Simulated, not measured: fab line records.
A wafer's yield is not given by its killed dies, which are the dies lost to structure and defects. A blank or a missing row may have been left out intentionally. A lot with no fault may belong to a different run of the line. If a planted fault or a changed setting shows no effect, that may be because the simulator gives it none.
Which tool did it?	flow sky130	route of 708 steps, sampled at 1 step: 6 lots, 18 wafers

WHAT EACH GAUGE READ, for each wafer
SKY_VIA3_CD_MEAS_12 targets a cd of 200 nm.
lot	measured	on	cd-nm (nm)
L168	day 39 12:01	cd-sem-02	200.3 201.1 198.5
L171	day 41 03:16	cd-sem-02	200.5 200.4 200.3
L174	day 41 18:05	cd-sem-01	200.1 200.3 201.3
L176	day 42 09:14	cd-sem-01	199.8 197.8 200.0
L187	day 45 21:05	cd-sem-01	201.7 203.1 203.5
L189	day 47 04:46	cd-sem-02	201.3 203.2 200.2

TOOL THAT RAN EACH LOT (tool first, then ch and the chambers of the sampled wafers, then the start)
No process step before these readings appears in the record.

THE ANSWER, worked out from the rows above alone
Rule: the usual values come from the lots themselves. The widest of any qualifying gaps counts: lots, ordered by their means at a reading, are off when they make up no more than a third of the lots, leave a main group of 4 or more, and stand apart from it by 3 or more times the standard deviation of that group's means. A main group is skipped when, at the precision printed for the reading in the tables above, its means are all equal. Also off: a lot with no number at a reading for which 4 or more lots have one. All remaining lots with rows at the step are treated as sound.
Across all readings shown, no lot is off: no conclusion can be drawn from this.

WHAT THE SIMULATOR HAD PUT IN
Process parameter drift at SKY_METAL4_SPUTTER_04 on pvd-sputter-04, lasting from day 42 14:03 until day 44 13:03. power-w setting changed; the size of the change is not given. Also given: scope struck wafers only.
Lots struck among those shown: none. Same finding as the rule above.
